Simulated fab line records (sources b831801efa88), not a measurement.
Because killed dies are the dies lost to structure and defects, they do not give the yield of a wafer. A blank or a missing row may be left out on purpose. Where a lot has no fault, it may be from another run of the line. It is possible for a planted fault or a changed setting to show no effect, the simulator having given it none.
Matching of chambers || flow sky130 || 3 sister chambers for SKY_FIELD_ISO_ETCH_15 on rie_diel-02
The step etches the open film in CHF3/O2, stops on Si, target depth 180 nm, time 72 s. 16 wafers are shown with their chamber, then 5 later ones without.

## WAFERS PAIRED WITH THEIR CHAMBERS
{"wafer": "L074.1", "chamber": 0, "drypump_motor_current_A (A)": 5.8, "rf_fwd_power_W (W)": 592.4, "oes_product_au (a.u.)": 0.928}
{"wafer": "L074.3", "chamber": 3, "drypump_motor_current_A (A)": 5.7, "rf_fwd_power_W (W)": 594.1, "oes_product_au (a.u.)": 0.930}
{"wafer": "L074.5", "chamber": 1, "drypump_motor_current_A (A)": 6.5, "rf_fwd_power_W (W)": 596.1, "oes_product_au (a.u.)": 0.928}
{"wafer": "L077.1", "chamber": 3, "drypump_motor_current_A (A)": 5.7, "rf_fwd_power_W (W)": 590.7, "oes_product_au (a.u.)": 0.919}
{"wafer": "L077.2", "chamber": 0, "drypump_motor_current_A (A)": 5.8, "rf_fwd_power_W (W)": 593.9, "oes_product_au (a.u.)": 0.926}
{"wafer": "L077.4", "chamber": 1, "drypump_motor_current_A (A)": 6.5, "rf_fwd_power_W (W)": 592.2, "oes_product_au (a.u.)": 0.925}
{"wafer": "L079.4", "chamber": 3, "drypump_motor_current_A (A)": 5.7, "rf_fwd_power_W (W)": 591.9, "oes_product_au (a.u.)": 0.935}
{"wafer": "L079.5", "chamber": 0, "drypump_motor_current_A (A)": 5.8, "rf_fwd_power_W (W)": 595.2, "oes_product_au (a.u.)": 0.933}
{"wafer": "L079.6", "chamber": 3, "drypump_motor_current_A (A)": 5.7, "rf_fwd_power_W (W)": 592.7, "oes_product_au (a.u.)": 0.927}
{"wafer": "L085.1", "chamber": 3, "drypump_motor_current_A (A)": 5.7, "rf_fwd_power_W (W)": 595.0, "oes_product_au (a.u.)": 0.930}
{"wafer": "L085.3", "chamber": 1, "drypump_motor_current_A (A)": 6.5, "rf_fwd_power_W (W)": 596.7, "oes_product_au (a.u.)": 0.927}
{"wafer": "L085.5", "chamber": 1, "drypump_motor_current_A (A)": 6.5, "rf_fwd_power_W (W)": 594.4, "oes_product_au (a.u.)": 0.916}
{"wafer": "L086.1", "chamber": 3, "drypump_motor_current_A (A)": 5.8, "rf_fwd_power_W (W)": 589.4, "oes_product_au (a.u.)": 0.934}
{"wafer": "L086.3", "chamber": 1, "drypump_motor_current_A (A)": 6.4, "rf_fwd_power_W (W)": 593.5, "oes_product_au (a.u.)": 0.929}
{"wafer": "L086.5", "chamber": 0, "drypump_motor_current_A (A)": 5.8, "rf_fwd_power_W (W)": 596.0, "oes_product_au (a.u.)": 0.923}
{"wafer": "L088.2", "chamber": 0, "drypump_motor_current_A (A)": 5.8, "rf_fwd_power_W (W)": 597.5, "oes_product_au (a.u.)": 0.921}

SIGNATURES (averages over the wafers above)
{"reading": "drypump_motor_current_A", "chamber 0": 5.800, "chamber 1": 6.480, "chamber 3": 5.717, "scatter within a chamber": 0.0354}
{"reading": "rf_fwd_power_W", "chamber 0": 595.000, "chamber 1": 594.580, "chamber 3": 592.300, "scatter within a chamber": 1.98}
{"reading": "oes_product_au", "chamber 0": 0.92620, "chamber 1": 0.92500, "chamber 3": 0.92917, "scatter within a chamber": 0.00529}
Rule: a wafer lies at a distance from a chamber equal to the root of the sum of squares, over the readings, of (its reading less the chamber's mean, divided by the reading's scatter). If the next closest chamber is less than 2 further off than the closest, the wafer can't be placed; otherwise it belongs to the closest. The scatter: the root of (the sum of the squares of (reading less its chamber's mean) over the shown wafers, divided by (wafers less chambers)).

## WAFERS WHOSE CHAMBER IS MISSING
{"wafer": "L088.3", "drypump_motor_current_A (A)": 5.7, "rf_fwd_power_W (W)": 596.1, "oes_product_au (a.u.)": 0.939}
{"wafer": "L091.3", "drypump_motor_current_A (A)": 5.8, "rf_fwd_power_W (W)": 595.9, "oes_product_au (a.u.)": 0.917}
{"wafer": "L091.4", "drypump_motor_current_A (A)": 5.7, "rf_fwd_power_W (W)": 594.3, "oes_product_au (a.u.)": 0.922}
{"wafer": "L096.3", "drypump_motor_current_A (A)": 5.8, "rf_fwd_power_W (W)": 596.1, "oes_product_au (a.u.)": 0.922}
{"wafer": "L096.4", "drypump_motor_current_A (A)": 6.5, "rf_fwd_power_W (W)": 593.8, "oes_product_au (a.u.)": 0.932}

## WHICH CHAMBER EACH WENT THROUGH
{"wafer": "L088.3", "from the rows above": "can't be placed: 3 or 0", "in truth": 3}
{"wafer": "L091.3", "from the rows above": "can't be placed: 0 or 3", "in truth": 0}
{"wafer": "L091.4", "from the rows above": "can't be placed: 3 or 0", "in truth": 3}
{"wafer": "L096.3", "from the rows above": 0, "in truth": 0}
{"wafer": "L096.4", "from the rows above": 1, "in truth": 1}
Correct placement for 2 of the 5. Not placeable from these rows: 3 (in 3, the candidates include the true chamber). Number placed wrongly: 0.
